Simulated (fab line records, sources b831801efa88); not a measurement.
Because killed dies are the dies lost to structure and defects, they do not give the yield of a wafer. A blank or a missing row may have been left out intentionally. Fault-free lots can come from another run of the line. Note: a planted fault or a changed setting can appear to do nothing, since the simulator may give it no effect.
Which tool is to blame? | flow gf180mcu | Sampling: 15 lots, 45 wafers, 4 of 602 route steps

## WHAT THE GAUGES READ, wafer by wafer
GF_M1_OVL_MEAS_15.
lot  | measured     | on         | M1_OVL (nm)
L758 | day 17 00:34 | overlay-01 | -6 -3 -5
L761 | day 17 23:47 | overlay-02 | 11 11 6
L762 | day 18 16:37 | overlay-02 | 8 5 2
L764 | day 19 05:01 | overlay-01 | 9 9 8
L766 | day 20 06:02 | overlay-02 | 3 1 6
L767 | day 20 07:56 | overlay-01 | 0 -1 1
L768 | day 21 01:22 | overlay-01 | 10 10 9
L772 | day 22 05:37 | overlay-01 | 14 12 14
L773 | day 22 15:58 | overlay-02 | 8 4 5
L779 | day 24 09:44 | overlay-01 | 13 5 11
L780 | day 25 02:11 | overlay-02 | 2 3 5
L781 | day 25 06:11 | overlay-02 | 9 4 9

GF_V1_BOW_MEAS_05.
lot  | measured     | on           | V1_BOW (um)
L758 | day 17 01:49 | filmMetro-02 | 90 88 80
L761 | day 18 01:07 | filmMetro-04 | 70 84 86
L762 | day 18 18:14 | filmMetro-03 | 74 86 81
L764 | day 19 06:18 | filmMetro-03 | 82 73 105
L766 | day 20 07:18 | filmMetro-02 | 75 75 74
L767 | day 20 09:12 | filmMetro-02 | 80 84 94
L768 | day 21 02:43 | filmMetro-03 | 79 81 74
L772 | day 22 06:52 | filmMetro-02 | 89 84 78
L773 | day 22 17:16 | filmMetro-04 | 77 78 74
L779 | day 24 11:14 | filmMetro-03 | 87 83 94
L780 | day 25 03:32 | filmMetro-04 | 82 89 81
L781 | day 25 07:31 | filmMetro-02 | 73 76 74

## WHAT TOOL EACH LOT RAN ON (gives the tool, then ch and the chambers of the sampled wafers, and finally the start)
lot  | GF_VT_IMPLANT_EXPOSE_37            | GF_M1_SPUTTER_00
L758 | ilineStepper-02 ch 0, day 7 06:25  | pvdSputter-02, day 16 01:52
L761 | ilineStepper-02 ch 0, day 7 23:41  | pvdSputter-02, day 16 23:32
L762 | ilineStepper-02 ch 0, day 8 05:23  | pvdSputter-02, day 17 17:13
L764 | ilineStepper-02 ch 0, day 8 18:56  | pvdSputter-03, day 18 04:44
L766 | ilineStepper-01 ch 0, day 9 09:33  | pvdSputter-02, day 19 05:35
L767 | ilineStepper-02 ch 0, day 9 14:33  | pvdSputter-03, day 19 07:13
L768 | ilineStepper-02 ch 0, day 9 22:41  | pvdSputter-01, day 20 01:14
L772 | ilineStepper-01 ch 0, day 11 02:19 | pvdSputter-02, day 21 05:36
L773 | ilineStepper-01 ch 0, day 11 07:25 | pvdSputter-02, day 21 16:37
L774 | ilineStepper-02, day 11 14:46      | -
L775 | ilineStepper-01, day 11 22:04      | -
L776 | ilineStepper-01, day 12 05:06      | -
L779 | ilineStepper-02 ch 0, day 12 22:40 | pvdSputter-02, day 23 11:44
L780 | ilineStepper-01 ch 0, day 13 06:31 | pvdSputter-01, day 24 04:04
L781 | ilineStepper-01 ch 0, day 13 17:05 | pvdSputter-03, day 24 08:22
- GF_VT_IMPLANT_EXPOSE_37: exposes mask Nwell HV AREA, target cd 860 nm.
- GF_M1_SPUTTER_00: material Ti, target thk 37.5 nm, time 150 s.

## WHAT THE TOOLS THEMSELVES READ (means of the sampled wafers that have a number; where no wafer has one, the mark that the record gives instead)
GF_VT_IMPLANT_EXPOSE_37.
lot  | tool            | exposureDoseMJCm2 | focusOffsetNm (nm)
L758 | ilineStepper-02 | 139.86            | -0.2
L761 | ilineStepper-02 | 140.15            | 0.1
L762 | ilineStepper-02 | 140.06            | -0.9
L764 | ilineStepper-02 | 140.06            | -0.7
L766 | ilineStepper-01 | 140.07            | 0.6
L767 | ilineStepper-02 | 140.05            | 0.3
L768 | ilineStepper-02 | 139.89            | -0.3
L772 | ilineStepper-01 | 139.99            | -0.1
L773 | ilineStepper-01 | 140.00            | 0.4
L774 | ilineStepper-02 | -                 | -
L775 | ilineStepper-01 | -                 | -
L776 | ilineStepper-01 | -                 | -
L779 | ilineStepper-02 | 139.96            | 0.2
L780 | ilineStepper-01 | 139.99            | 0.8
L781 | ilineStepper-01 | 140.07            | -0.5

GF_M1_SPUTTER_00.
lot  | tool          | throttleValvePct (%)
L758 | pvdSputter-02 | 30.2
L761 | pvdSputter-02 | 29.5
L762 | pvdSputter-02 | 30.3
L764 | pvdSputter-03 | 29.3
L766 | pvdSputter-02 | 29.6
L767 | pvdSputter-03 | 28.9
L768 | pvdSputter-01 | 29.6
L772 | pvdSputter-02 | 30.0
L773 | pvdSputter-02 | 30.3
L779 | pvdSputter-02 | 30.7
L780 | pvdSputter-01 | 29.9
L781 | pvdSputter-03 | 29.4

## THE ANSWER, worked out from the rows above alone
Rule: usual is defined by the lots themselves. Put in order of their means at a reading, lots are off if they are a third of the lots or fewer, leave a main group of 4 or more, and stand apart from it by a gap of 3 or more times the standard deviation of the main group's means; of several such gaps the widest counts. The tables above print the reading to a certain number of digits; a main group whose means all agree to those digits is not used. A lot without any number at a reading at which 4 lots or more have one is off too. Any other lot the step has rows for is counted as sound. The gauges are gone through in route order, then the tools' own readings, and for those a lot's mean is taken as printed above. At the first step where some lot is off, the reading lying furthest off is the one used; lots without a number count as furthest.
Off: L774, L775, L776 (GF_VT_IMPLANT_EXPOSE_37, exposureDoseMJCm2). Without a number there: L774, L775, L776. Main group: mean 140.01, sd 0.078.
A tool fits if, at that step or a process step before it, it ran every lot that is off, and no sound lot after the first of them. Of those tried, none fits.

## WHAT WAS PUT IN BY THE SIMULATOR
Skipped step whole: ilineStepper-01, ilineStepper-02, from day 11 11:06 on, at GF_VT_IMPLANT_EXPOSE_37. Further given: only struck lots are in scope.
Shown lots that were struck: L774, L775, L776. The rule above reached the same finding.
